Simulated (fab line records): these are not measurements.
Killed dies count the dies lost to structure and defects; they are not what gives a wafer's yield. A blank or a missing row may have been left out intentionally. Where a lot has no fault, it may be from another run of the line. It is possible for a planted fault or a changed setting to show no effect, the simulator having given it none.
Comparing a struck lot with a sound one / flow gf180mcu / 20 out of 602 route steps
Sound: these wafers, L257.2, L257.3, L257.5. Struck: wafers L262.1, L262.2, L262.5. Last of all comes the cause.
For every step that has rows: the tool of each side, followed by ch and its chambers, followed by its first start. Under that, the readings that differ: sound wafers / struck wafers / difference of the means / sigmas: that difference in standard deviations of wafers without a fault.
alike: readings whose means differ by less than 2 such deviations, and words and numbers that are the same on both sides. not compared: withheld readings, readings that some wafer has no value for, bounds like >300 that may hide the same value, and numbers for which the record gives no deviation and whose values overlap.
Wherever a step has rows on one side only, a row that says differs or no value, or a row with sigmas, the two part there. Non-overlapping numbers with no deviation appear without sigmas and do not part them. Lack of a reading on every wafer of one side parts them only where that side has two or more wafers.

first, 1 step without rows for these wafers: GF_HV_LDD_DEVELOP_06 (develop time 60 s).
GF_HV_LDD_CD_MEAS_07: target cd 400 nm.
  sound on cdSem-02 at day 10 01:52; struck on cdSem-02 at day 11 14:13
  alike: cdNm
GF_HV_LDD_OVL_MEAS_08:
  sound on overlay-01 at day 10 01:58; struck on overlay-02 at day 11 14:20
  alike: HV_LDD_OVL
next, for these wafers, 1 step has no rows: GF_HV_LDD_IMPLANT_09.
GF_HV_LDD_STRIP_10: strips in O2/N2.
  sound on plasmaAsher-01 ch 0,1, day 10 02:08; struck on plasmaAsher-04 ch 0,1, day 11 14:32
reading=heaterPowerW (W); sound=329 359 375; struck=331 242 240; difference=-83; sigmas=-2
  alike: drypumpMotorCurrentA, oesProductAu, stripTimeToEndpointS
  not compared: rfHoursCounterH
GF_HV_LDD_TW_MEAS_11:
  sound on filmMetro-03 at day 10 02:15; struck on filmMetro-01 at day 11 14:38
  alike: HV_LDD_TW
then, 6 steps without rows for these wafers: GF_HV_LDD_DEHYDRATE_12 (time 60 s); GF_HV_LDD_HMDS_13 (prime time 60 s); GF_HV_LDD_COAT_14 (resist thk 1000 nm); GF_HV_LDD_SOFTBAKE_15 (time 60 s); GF_HV_LDD_EXPOSE_16 (exposes mask Pplus LV AREA, target cd 400 nm); GF_HV_LDD_PEB_17.
GF_HV_LDD_DEVELOP_18: develop time 60 s.
  sound on lithoTrack-01 ch 0, day 10 20:12; struck on lithoTrack-02 ch 0, day 12 09:32
GF_HV_LDD_CD_MEAS_19: target cd 400 nm.
  sound on cdSem-01 at day 10 20:20; struck on cdSem-01 at day 12 09:41
reading=cdNm (nm); sound=395.4 396.6 396.7; struck=- - -; difference=no value on the struck wafers; sigmas=
GF_HV_LDD_OVL_MEAS_20:
  sound on overlay-02 at day 10 20:27; struck on overlay-02 at day 12 09:49
reading=HV_LDD_01_OVL (nm); sound=-0.7 -0.1 -1.5; struck=- - -; difference=no value on the struck wafers; sigmas=
next, for these wafers, 1 step has no rows: GF_HV_LDD_IMPLANT_21.
GF_HV_LDD_STRIP_22: strips in O2/N2.
  sound on plasmaAsher-03 ch 0,1, day 10 20:38; struck on plasmaAsher-01 ch 0,1, day 12 09:59
  alike: drypumpMotorCurrentA, heaterPowerW, oesProductAu, stripTimeToEndpointS
  not compared: rfHoursCounterH
GF_HV_LDD_TW_MEAS_23:
  sound on filmMetro-04 at day 10 20:44; struck on filmMetro-01 at day 12 10:05
reading=HV_LDD_2_TW; sound=1054 1053 1054; struck=30 30 30; difference=-1024; sigmas=-79
then, 1 step without rows for these wafers: GF_HV_LDD_DEHYDRATE_24 (time 60 s).
-- record jumps: 18 days separate the struck wafers' starts on either side; left off in module HV_LDD, taken up again in module PASSIVATION, whose first shown step is the route's number 602 --
GF_PASSIVATION_PROBE_99:
  record: rows for the struck wafers here (prober-02, day 30 13:29), none for the sound ones

WHERE THEY PART
First at GF_HV_LDD_STRIP_10; last, within this record, at GF_PASSIVATION_PROBE_99.

WHY: the cause the simulator had injected
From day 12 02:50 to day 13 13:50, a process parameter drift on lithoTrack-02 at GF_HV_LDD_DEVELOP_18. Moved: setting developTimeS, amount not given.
